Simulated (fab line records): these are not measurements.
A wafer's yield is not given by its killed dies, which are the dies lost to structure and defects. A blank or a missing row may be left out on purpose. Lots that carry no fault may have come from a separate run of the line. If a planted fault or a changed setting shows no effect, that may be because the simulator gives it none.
Which tool is to blame?	flow sfq line	42 wafers sampled from 14 lots at 1 step of a route of 325

## WHAT EACH GAUGE READ, for each wafer
SFQ_M2_OVL_MEAS_916.
lot	measured	on	M2_OVL (nm)
L886	day 19 21:19	overlay-01	1 2 1
L888	day 20 14:52	overlay-02	3 0 0
L889	day 21 04:01	overlay-01	2 7 8
L893	day 22 18:14	overlay-02	0 0 -1
L895	day 23 17:04	overlay-02	12 9 12
L897	day 24 13:25	overlay-01	9 5 6
L901	day 25 18:38	overlay-02	-1 -2 4
L902	day 25 23:27	overlay-02	-1 -1 -2
L903	day 26 04:10	overlay-01	6 11 7
L905	day 27 02:05	overlay-01	-3 -3 3
L906	day 27 11:37	overlay-01	-7 -11 0
L907	day 27 21:48	overlay-02	3 9 2
L908	day 34 01:44	overlay-01	2 7 5
L909	day 34 11:13	overlay-01	15 10 11

## WHICH TOOL RAN EACH LOT (tool, then ch and the chambers of the sampled wafers, then the start)
The record holds no process step before these readings.

## AS READ BY THE TOOLS THEMSELVES (means over the sampled wafers that have a number; for cases with no such wafer, the mark the record gives instead)
The record holds no such reading with a usual standard deviation.

## THE ANSWER, worked out from the rows above alone
Rule: usual is defined by the lots themselves. Put in order of their means at a reading, lots are off if they are a third of the lots or fewer, leave a main group of 4 or more, and stand apart from it by a gap of 3 or more times the standard deviation of the main group's means; of several such gaps the widest counts. A main group is skipped when, at the precision printed for the reading in the tables above, its means are all equal. Also off: a lot with no number at a reading for which 4 or more lots have one. Where the step has rows for the other lots, those lots are counted as sound. Order of review: gauges by route order, followed by the tools' own readings, for which a lot's mean as printed above is used. At the first step where some lot is off, the reading lying furthest off is the one used; lots without a number count as furthest.
No lot is off on any of the readings shown, so nothing can be concluded from this.

## WHAT HAD BEEN PUT IN BY THE SIMULATOR
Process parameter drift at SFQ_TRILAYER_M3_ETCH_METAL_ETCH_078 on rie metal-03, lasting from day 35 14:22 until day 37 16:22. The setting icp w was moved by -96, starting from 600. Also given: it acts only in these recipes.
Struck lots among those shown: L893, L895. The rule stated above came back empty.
